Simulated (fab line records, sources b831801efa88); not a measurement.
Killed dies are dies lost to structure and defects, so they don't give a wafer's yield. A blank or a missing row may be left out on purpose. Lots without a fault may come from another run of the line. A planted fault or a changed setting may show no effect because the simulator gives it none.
fab line records | flow sky130
record lots=6 wafers=18 last_day=50
route steps=708 shown LOCAL_INTERCONNECT@396 CONTACT@406 PAD_OPEN@708
lots that met no fault: from a run of the same line without faults
start_h: hours from the record's first day to the start of the lot's first wafer shown | wait_h: hours since the lot's step before | " the same as in the row above | L1.1+2: a row that stands for several wafers | - no value, or no start given | * or withheld: withheld | < > ~ a bound
route shown NAME@n: a module of which the file shows steps, and the number in the route of the first | usual: mean/standard deviation of fault-free wafers | same: alike in all rows | chamber/n: place in a boat | sites: the reading at each site | _std_site: their standard deviation | _edge_site: outer sites' mean less inner sites' | radius_mm: how far each site lies from the wafer's centre | mask NAME#n: copy n | behind: the tool/chamber that last shaped the wafer | hold: why the lot was held/for how many hours/how that ended | device: the transistor (n, p or np) that didn't switch | end of line: the same wafers' tests at the end of the route | a step without rows: its recipe alone | killed: dies lost to structure and defects at the first sort, not the wafer's yield | map: a wafer's dies, x killed, . not, _ none there
set.NAME: the setting as run; set.NAME@STEP: as run at that earlier step | model.NAME: the simulator's own value behind a step, which no gauge read
lots at some steps of the route; a table a step, a row a wafer
services: from which hour (start_h, from the record's first day; less than 0 if before it) a tool's chamber was out of use, for how many hours, and why
## steps
# step SKY_LOCAL_INTERCONNECT_PEB_09
# recipe peb_temp_c=withheld peb_time_s=withheld resist=KrF-thick
# step SKY_LOCAL_INTERCONNECT_DEVELOP_10
# recipe develop_time_s=60 resist=KrF-thick dev_temp_c=21
# step SKY_LOCAL_INTERCONNECT_CD_MEAS_11
# recipe target_cd_nm=170
# usual cd_nm=170.5/1.8
# columns lot.wafer tool chamber start_h wait_h cd_nm
L645.1 cd_sem-01 - 752.53 - 171.1
L645.3 " - " " 170.0
L645.5 " - " " 170.0
L646.2 cd_sem-02 - 776.47 - 171.4
L646.3 " - " " 170.3
L646.4 " - " " 171.9
L653.1 cd_sem-01 - 812.33 - 171.8
L653.3 " - " " 170.8
L653.6 " - " " 170.3
L655.1 cd_sem-02 - 828.70 - 168.8
L655.2 " - " " 170.7
L655.5 " - " " 168.8
L658.1 cd_sem-01 - 861.33 - 167.6
L658.2 " - " " 167.3
L658.6 " - " " 167.6
L663.3 cd_sem-01 - 880.52 - 170.3
L663.5 " - " " 169.5
L663.6 " - " " 169.9
# step SKY_LOCAL_INTERCONNECT_OVL_MEAS_12
# usual LOCAL_INTERCONNECT_OVL=-5/4.6
# columns lot.wafer tool chamber start_h wait_h LOCAL_INTERCONNECT_OVL[nm]
L645.1 overlay-02 - 752.65 0.1 -13
L645.3 " - " " -12
L645.5 " - " " -13
L646.2 overlay-02 - 776.58 0.1 -9
L646.3 " - " " -9
L646.4 " - " " -15
L653.1 overlay-02 - 812.48 0.1 -6
L653.3 " - " " -11
L653.6 " - " " -6
L655.1 overlay-02 - 828.82 0.1 -9
L655.2 " - " " -6
L655.5 " - " " -1
L658.1 overlay-02 - 861.45 0.1 -9
L658.2 " - " " -6
L658.6 " - " " -13
L663.3 overlay-02 - 880.61 0.1 -4
L663.5 " - " " 2
L663.6 " - " " -5
# step SKY_LOCAL_INTERCONNECT_ETCH_13
# recipe chemistry=N2/H2 target=BARC ion_energy_ev=200 bias_w=100 pressure_mtorr=30 n2_flow_sccm=100 h2_flow_sccm=200 icp_w=500 stop_on=SiO2 time_s=45.9 target_depth_a=600
# usual chamber_pressure_mTorr=30.000/0.028 drypump_motor_current_A=5.7/0.4 he_backside_leak_sccm=3.3/0.31 n2_flow_sccm=100.0/0.34 oes_product_au=0.855/0.0051 throttle_valve_pct=13.226/0.0085
# columns lot.wafer tool chamber start_h wait_h chamber_pressure_mTorr drypump_motor_current_A he_backside_leak_sccm n2_flow_sccm oes_product_au rf_hours_counter_h throttle_valve_pct
L645.1 rie_metal-01 1 752.69 0.0 29.980 5.9 3.2 100.5 0.860 6 13.221
L645.3 " 1 " " 29.979 5.9 3.2 100.4 0.864 - 13.220
L645.5 " 1 " " 30.034 5.9 3.1 100.3 0.863 - 13.244
L646.2 rie_metal-03 1 776.61 0.0 29.976 5.9 3.2 99.9 0.848 3 13.234
L646.3 " 1 " " 30.001 5.9 3.4 100.6 0.855 - 13.219
L646.4 " 0 " " 30.008 6.1 3.3 100.1 0.846 - 13.233
L653.1 rie_metal-02 1 812.51 0.0 30.017 6.0 3.3 99.8 0.853 5 13.233
L653.3 " 1 " " 30.037 6.0 3.5 100.1 0.851 - 13.214
L653.6 " 0 " " 29.991 5.0 3.4 100.3 0.850 - 13.222
L655.1 rie_metal-03 0 828.86 0.0 30.017 6.1 3.3 99.3 0.865 9 13.224
L655.2 " 1 " " 30.009 5.9 3.3 100.0 0.857 5 13.239
L655.5 " 1 " " 30.002 5.9 3.2 100.1 0.857 - 13.231
L658.1 rie_metal-02 0 861.49 0.0 29.968 5.0 3.4 99.8 0.861 4 13.228
L658.2 " 1 " " 30.008 6.0 3.5 99.3 0.851 7 13.220
L658.6 " 0 " " 29.957 5.0 3.5 99.9 0.857 - 13.248
L663.3 rie_metal-01 0 880.66 0.0 30.046 5.2 3.4 99.8 0.855 - 13.220
L663.5 " 0 " " 29.992 5.2 5.5 99.9 0.862 - 13.223
L663.6 " 1 " " 29.993 5.9 2.9 99.7 0.855 - 13.223
# step SKY_LOCAL_INTERCONNECT_METAL_ETCH_14
# recipe target_depth_nm=110 stop_on=PSG chemistry=Cl2/BCl3 target=TiN resist_sidewall_deg=88 pressure_mtorr=10 icp_w=900 bias_w=48.5 Cl2_flow_sccm=60 bcl3_flow_sccm=30 time_s=31.4
# usual chamber_pressure_mTorr=10.000/0.0088 drypump_motor_current_A=5.7/0.4 he_backside_leak_sccm=3.3/0.39 oes_product_au=0.943/0.0075 throttle_valve_pct=21.900/0.0096
# columns lot.wafer tool chamber start_h wait_h chamber_pressure_mTorr drypump_motor_current_A he_backside_leak_sccm oes_product_au rf_hours_counter_h throttle_valve_pct
L645.1 rie_metal-01 1 752.75 0.0 10.018 5.9 2.9 0.945 6 21.905
L645.3 " 1 " " 10.002 5.9 2.8 0.951 - 21.886
L645.5 " 1 " " 10.003 5.9 3.0 0.935 - 21.899
L646.2 rie_metal-03 1 776.67 0.0 9.995 5.9 3.4 0.944 3 21.884
L646.3 " 1 " " 9.999 5.9 3.3 0.946 - 21.897
L646.4 " 0 " " 9.993 6.1 3.2 0.939 - 21.908
L653.1 rie_metal-02 1 812.57 0.0 10.003 6.0 3.3 0.936 5 21.882
L653.3 " 1 " " 10.005 6.0 3.2 0.948 - 21.887
L653.6 " 0 " " 9.997 5.0 3.4 0.942 - 21.905
L655.1 rie_metal-03 0 828.92 0.0 10.026 6.1 3.2 0.946 9 21.907
L655.2 " 1 " " 9.986 5.9 3.2 0.933 5 21.911
L655.5 " 1 " " 9.994 5.9 3.3 0.937 - 21.905
L658.1 rie_metal-02 0 861.55 0.0 10.017 5.0 3.4 0.927 4 21.907
L658.2 " 1 " " 10.002 6.0 3.5 0.938 7 21.915
L658.6 " 0 " " 10.009 5.0 3.4 0.937 - 21.913
L663.3 rie_metal-01 0 880.72 0.0 10.005 5.2 3.5 0.943 - 21.907
L663.5 " 0 " " 10.003 5.2 3.5 0.946 - 21.881
L663.6 " 1 " " 10.009 5.9 3.1 0.927 - 21.903
# step SKY_LOCAL_INTERCONNECT_STRIP_15
# recipe chemistry=O2/N2 power_w=1400 pressure_mtorr=1500 platen_temp_c=withheld o2_flow_sccm=3000 n2_flow_sccm=300 overash_fraction=0.5
# usual chamber_pressure_mTorr=1500.1/1.2 drypump_motor_current_A=5.5/0.34 n2_flow_sccm=300.0/0.88 oes_product_au=0.427/0.0046 strip_time_to_endpoint_s=4.720/0.022
# columns lot.wafer tool chamber start_h wait_h chamber_pressure_mTorr drypump_motor_current_A n2_flow_sccm oes_product_au rf_hours_counter_h strip_time_to_endpoint_s
L645.1 plasma_asher-02 1 752.80 0.0 1499.9 4.7 298.8 0.437 87 4.744
L645.3 " 1 " " 1498.3 4.8 299.3 0.424 - 4.751
L645.5 " 0 " " 1498.7 5.8 301.1 0.433 - 4.739
L646.2 plasma_asher-04 1 776.72 0.0 1500.0 5.3 300.0 0.430 66 4.722
L646.3 " 1 " " 1503.8 5.3 299.1 0.427 - 4.722
L646.4 " 0 " " 1499.6 5.8 300.1 0.430 - 4.708
L653.1 plasma_asher-04 1 812.63 0.0 1500.7 5.3 301.5 0.433 70 4.687
L653.3 " 1 " " 1502.3 5.4 301.7 0.437 - 4.712
L653.6 " 1 " " 1501.1 5.3 301.7 0.430 - 4.680
L655.1 plasma_asher-02 0 828.97 0.0 1498.3 5.8 298.3 0.423 94 4.719
L655.2 " 1 " " 1499.4 4.7 299.7 0.425 94 4.729
L655.5 " 1 " " 1499.5 4.7 299.0 0.422 - 4.720
L658.1 plasma_asher-02 0 861.60 0.0 1500.5 5.8 299.7 0.433 98 4.727
L658.2 " 1 " " 1498.9 4.7 300.4 0.426 98 4.744
L658.6 " 1 " " 1500.2 4.8 299.6 0.419 - 4.732
L663.3 plasma_asher-04 1 880.79 0.1 1500.5 5.4 297.9 0.431 - 4.758
L663.5 " 0 " " 1499.9 5.8 300.2 0.425 - 4.738
L663.6 " 1 " " 1500.2 5.3 299.9 0.424 - 4.762
# step SKY_LOCAL_INTERCONNECT_STRIP_16
# recipe chemistry=post_etch_residue_remover time_s=1200 temp_c=72.5
# step SKY_LOCAL_INTERCONNECT_CLEAN_17
# recipe chemistry=IPA time_s=180 temp_c=25
# step SKY_LOCAL_INTERCONNECT_CLEAN_18
# recipe chemistry=O3/DIW dry=n2_spin
# step SKY_CONTACT_CVD_00
# recipe material=Si3N4 target_thk_nm=75 temp_c=400 time_s=withheld rf_w=450
# usual heater_power_w=744/83
# columns lot.wafer tool chamber start_h wait_h heater_power_w
L645.1 pecvd-01 2 753.39 0.0 703
L645.3 " 1 " " 727
L645.5 " 1 " " 732
L646.2 pecvd-02 1 777.31 0.0 696
L646.3 " 2 " " 899
L646.4 " 0 " " 610
L653.1 pecvd-01 1 813.26 0.0 728
L653.3 " 2 " " 850
L653.6 " 1 " " 779
L655.1 pecvd-01 0 830.08 0.0 714
L655.2 " 2 " " 807
L655.5 " 2 " " 811
L658.1 pecvd-01 1 862.20 0.0 747
L658.2 " 2 " " 745
L658.6 " 1 " " 730
L663.3 pecvd-02 0 881.35 0.0 614
L663.5 " 0 " " 604
L663.6 " 1 " " 721
# step SKY_CONTACT_THK_MEAS_01
# recipe reads=Si3N4_of_CONTACT_CVD_00
# usual CONTACT_CVD_00_THK=75.0/0.88
# columns lot.wafer tool chamber start_h wait_h CONTACT_CVD_00_THK[nm]
L645.1 film_metro-01 - 753.43 - 74.6
L645.3 " - " " 74.9
L645.5 " - " " 75.4
L646.2 film_metro-01 - 777.36 - 74.9
L646.3 " - " " 74.2
L646.4 " - " " 75.4
L653.1 film_metro-01 - 813.31 - 73.7
L653.3 " - " " 76.3
L653.6 " - " " 75.5
L655.1 film_metro-01 - 830.13 - 74.0
L655.2 " - " " 74.2
L655.5 " - " " 74.7
L658.1 film_metro-02 - 862.24 - 74.6
L658.2 " - " " 74.6
L658.6 " - " " 76.1
L663.3 film_metro-03 - 881.41 - 73.9
L663.5 " - " " 75.6
L663.6 " - " " 75.7
# step SKY_CONTACT_HDPCVD_02
# recipe material=SiO2 target_thk_nm=565 sigma_open_frac=0.3 time_s=94.2 temp_c=600 sih4_flow_sccm=60 pressure_mtorr=6
# usual run_length_s=122.1/0.52
# columns lot.wafer tool chamber start_h wait_h run_length_s model.SiO2_of_CONTACT_HDPCVD_02.thk_nm
L645.1 hdpcvd-01 1 753.49 0.1 121.9 570.6
L645.3 " 2 " " 122.7 570.1
L645.5 " 0 " " 122.5 575
L646.2 hdpcvd-02 0 777.41 0.0 121.2 557.4
L646.3 " 1 " " 122.1 563.1
L646.4 " 0 " " 122.0 558.1
L653.1 hdpcvd-02 2 813.37 0.1 122.3 561.5
L653.3 " 1 " " 122.2 568
L653.6 " 2 " " 122.4 567.4
L655.1 hdpcvd-01 2 830.19 0.1 122.9 576.4
L655.2 " 1 " " 122.2 575.9
L655.5 " 0 " " 122.9 572
L658.1 hdpcvd-01 2 862.30 0.1 102.0 444.4
L658.2 " 1 " " 121.7 576
L658.6 " 1 " " 121.9 581.9
L663.3 hdpcvd-01 0 881.45 0.0 122.2 568.7
L663.5 " 0 " " 101.3 449.6
L663.6 " 2 " " 122.7 571
# step SKY_CONTACT_THK_MEAS_03
# recipe reads=SiO2_of_CONTACT_HDPCVD_02
# usual CONTACT_HDPCVD_THK=567/5.7
# columns lot.wafer tool chamber start_h wait_h CONTACT_HDPCVD_THK[nm]
L645.1 film_metro-02 - 753.56 0.0 570
L645.3 " - " " 570
L645.5 " - " " 575
L646.2 film_metro-02 - 777.49 0.0 557
L646.3 " - " " 564
L646.4 " - " " 558
L653.1 film_metro-01 - 813.44 0.0 562
L653.3 " - " " 568
L653.6 " - " " 567
L655.1 film_metro-03 - 830.26 0.0 576
L655.2 " - " " 576
L655.5 " - " " 572
L658.1 film_metro-01 - 862.36 0.0 445
L658.2 " - " " 576
L658.6 " - " " 582
L663.3 film_metro-02 - 881.53 0.1 569
L663.5 " - " " 450
L663.6 " - " " 571
# step SKY_CONTACT_CMP_04
# recipe material=SiO2 down_force_psi=4 platen_rpm=60 pad_velocity_m_s=0.94248
# usual motor_current_A=12.2/0.84 platen_rpm=60.00/0.039 slurry_flow_ml_min=150.1/0.47 time_to_endpoint_s=83/3.5
# columns lot.wafer tool chamber start_h wait_h motor_current_A platen_rpm slurry_flow_ml_min time_to_endpoint_s
L645.3 cmp-02 3 753.62 0.0 13.2 59.96 150.4 86
L645.1 " 1 " " 11.4 60.01 150.2 88
L645.5 " 3 " " 12.8 59.94 150.1 87
L646.2 cmp-01 0 777.54 0.0 10.3 60.07 150.7 75
L646.4 " 1 " " 12.6 59.99 150.1 77
L646.3 " 3 " " 12.4 59.95 150.3 80
L653.1 cmp-01 1 813.60 0.1 12.6 60.01 150.3 78
L653.3 " 2 " " 11.6 59.98 149.8 82
L653.6 " 0 " " 11.1 59.99 150.4 80
L655.2 cmp-02 1 830.37 0.1 12.1 60.03 150.3 83
L655.1 " 2 " " 12.8 60.01 150.6 89
L655.5 " 0 " " 13.4 60.06 150.6 88
L658.2 cmp-01 2 862.47 0.1 11.0 60.03 150.8 86
L658.1 " 0 " " 10.7 60.02 150.8 39
L658.6 " 1 " " 13.2 59.93 149.4 90
L663.3 cmp-01 1 881.72 0.2 12.7 60.00 149.1 85
L663.5 " 2 " " 12.3 60.02 150.1 43
L663.6 " 3 " " 12.5 60.02 150.2 85
# step SKY_CONTACT_BOW_MEAS_05
# recipe mode=bow
# usual CONTACT_BOW=81/6.4
# columns lot.wafer tool chamber start_h wait_h CONTACT_BOW[um]
L645.1 film_metro-01 - 753.92 0.1 85
L645.3 " - " " 84
L645.5 " - " " 88
L646.2 film_metro-02 - 777.86 0.3 84
L646.3 " - " " 82
L646.4 " - " " 85
L653.1 film_metro-02 - 813.80 0.1 73
L653.3 " - " " 77
L653.6 " - " " 86
L655.1 film_metro-02 - 830.62 0.1 79
L655.2 " - " " 88
L655.5 " - " " 88
L658.1 film_metro-01 - 862.72 0.1 80
L658.2 " - " " 77
L658.6 " - " " 76
L663.3 film_metro-01 - 881.91 0.1 77
L663.5 " - " " 71
L663.6 " - " " 87
# step SKY_PAD_OPEN_PROBE_99
# usual killed_at_M0_to_M3=44/7 killed_at_M4_up=3.0/1.7 killed_at_contacts=24/5.2 killed_at_front_end=15/4.8 killed_at_other=0.2/0.56 killed_dies=86/9.7 killed_open=47/7.1 killed_short=39/6.3
# same gross_dies=492 killed_at_back_side=0
# columns lot.wafer tool chamber start_h wait_h killed_at_M0_to_M3 killed_at_M4_up killed_at_contacts killed_at_front_end killed_at_other killed_dies killed_open killed_short
L645.1 prober-01 - 1112.04 0.1 41 8 34 24 0 107 53 51
L645.3 prober-01 - 1112.14 0.2 42 5 32 14 0 93 50 43
L645.5 prober-01 - 1112.24 0.2 32 2 28 25 0 87 57 30
L646.2 prober-01 - 1130.13 0.1 38 3 18 8 1 68 35 33
L646.3 prober-01 - 1130.18 0.2 42 0 22 18 0 82 34 48
L646.4 prober-01 - 1130.23 0.2 40 2 35 10 0 87 42 45
L658.1 prober-02 - 1189.03 0.1 39 3 35 11 0 88 49 39
L658.2 prober-02 - 1189.08 0.1 47 3 27 18 1 96 54 42
L658.6 prober-02 - 1189.28 0.2 35 3 14 22 0 74 36 38
# killed by level:class
L645.1 CONTACT:geometric_particle:short=10 CONTACT:geometric_particle:open=10 LI_CONTACT:geometric_particle:open=9 METAL2:geometric_particle:short=9 VIA1:geometric_particle:open=8 FIELD_ISO:geometric_particle:open=7 POLY_GATE:geometric_particle:short=7 VIA2:geometric_particle:open=6
L645.3 VIA1:geometric_particle:open=11 LI_CONTACT:geometric_particle:open=9 CONTACT:geometric_particle:open=9 VIA3:geometric_particle:open=9 FIELD_ISO:geometric_particle:short=6 METAL3:geometric_particle:short=6 CONTACT:geometric_particle:short=5 METAL1:geometric_particle:short=5
L645.5 CONTACT:geometric_particle:open=12 LI_CONTACT:geometric_particle:open=9 VIA1:geometric_particle:open=9 VIA2:geometric_particle:open=8 FIELD_ISO:geometric_particle:open=7 FIELD_ISO:geometric_particle:short=6 VIA3:geometric_particle:open=4 POLY_GATE:geometric_particle:open=4
L646.2 CONTACT:geometric_particle:open=7 CONTACT:geometric_particle:short=7 VIA1:geometric_particle:open=7 VIA2:geometric_particle:open=7 METAL1:geometric_particle:short=6 METAL3:geometric_particle:short=5 VIA1:geometric_particle:short=4 VIA3:geometric_particle:open=4
L646.3 VIA1:geometric_particle:short=10 FIELD_ISO:geometric_particle:short=6 VIA1:geometric_particle:open=6 VIA3:geometric_particle:open=6 VIA2:geometric_particle:open=6 LI_CONTACT:geometric_particle:open=5 CONTACT:geometric_particle:open=5 VIA2:geometric_particle:short=5
L646.4 LI_CONTACT:geometric_particle:open=12 CONTACT:geometric_particle:open=9 METAL1:geometric_particle:short=6 VIA1:geometric_particle:short=6 VIA1:geometric_particle:open=6 LOCAL_INTERCONNECT:geometric_particle:short=5 METAL2:geometric_particle:short=5 LI_CONTACT:geometric_particle:short=4
L658.1 CONTACT:geometric_particle:open=13 VIA1:geometric_particle:open=11 LI_CONTACT:geometric_particle:open=9 VIA1:geometric_particle:short=7 CONTACT:geometric_particle:short=6 VIA2:geometric_particle:open=5 POLY_GATE:geometric_particle:short=4 LOCAL_INTERCONNECT:geometric_particle:short=4
L658.2 CONTACT:geometric_particle:open=14 VIA1:geometric_particle:open=9 VIA3:geometric_particle:open=9 METAL2:geometric_particle:short=9 FIELD_ISO:geometric_particle:short=6 VIA2:geometric_particle:open=6 POLY_GATE:geometric_particle:short=5 LI_CONTACT:geometric_particle:open=5
L658.6 VIA1:geometric_particle:open=9 METAL1:geometric_particle:short=6 LI_CONTACT:geometric_particle:open=5 POLY_GATE:geometric_particle:short=5 FIELD_ISO:geometric_particle:short=4 VIA3:geometric_particle:open=4 FIELD_ISO:geometric_particle:open=3 SPACER:geometric_particle:open=3
## services
# columns tool chamber start_h hours kind
hdpcvd-02 2 733.27 14.2 repair
plasma_asher-04 - 733.33 7.1 repair
cmp-01 - 744.00 4.0 pm
cmp-01 - 748.00 - consumable_replace:conditioner
cmp-01 - 748.00 - consumable_replace:pad
hdpcvd-01 - 756.67 1.5 repair
cmp-01 - 758.75 1.3 repair
hdpcvd-01 2 767.88 36.3 repair
plasma_asher-02 - 793.68 1.0 repair
pecvd-01 0 811.34 2.1 scheduled_down
rie_metal-03 - 816.32 1.4 pm
pecvd-01 0 819.57 5.5 scheduled_down
pecvd-01 1 825.03 5.5 scheduled_down
hdpcvd-02 - 831.40 6.0 pm
pecvd-02 1 842.62 5.5 scheduled_down
plasma_asher-02 - 866.62 2.1 repair
pecvd-01 1 872.14 5.8 repair
pecvd-01 1 880.70 5.0 scheduled_down
## key
first_sign step=SKY_CONTACT_HDPCVD_02 reading=run_length_s direction=down sigmas=40 usual=* struck=*
effect step=SKY_CONTACT_THK_MEAS_03 reading=CONTACT_HDPCVD_THK direction=down sigmas=21 usual=567 struck=447
effect step=SKY_CONTACT_CMP_04 reading=time_to_endpoint_s direction=down sigmas=12 usual=* struck=*
model_effect step=SKY_CONTACT_HDPCVD_02 value=SiO2_of_CONTACT_HDPCVD_02.thk_nm without=571.6 struck=447
met_at SKY_CONTACT_HDPCVD_02
struck_wafers L658.1,L663.5
tester_left_out L658,L663
onset_between 830.19 862.30
fault kind=process_parameter_drift tool=hdpcvd-01 chamber=- onset_h=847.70 steps=SKY_CONTACT_HDPCVD_02 channel=time_s offset=* shape=step end_h=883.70 scope=struck_wafers_only acts_in=* stated=*
# tester_left_out: of these lots the tester's yield and bins aren't shown, on N5 and GAA mostly nor the transistor test; their killed dies are dies lost to structure and defects alone, not to doping, threshold or leakage, so they don't give the yield
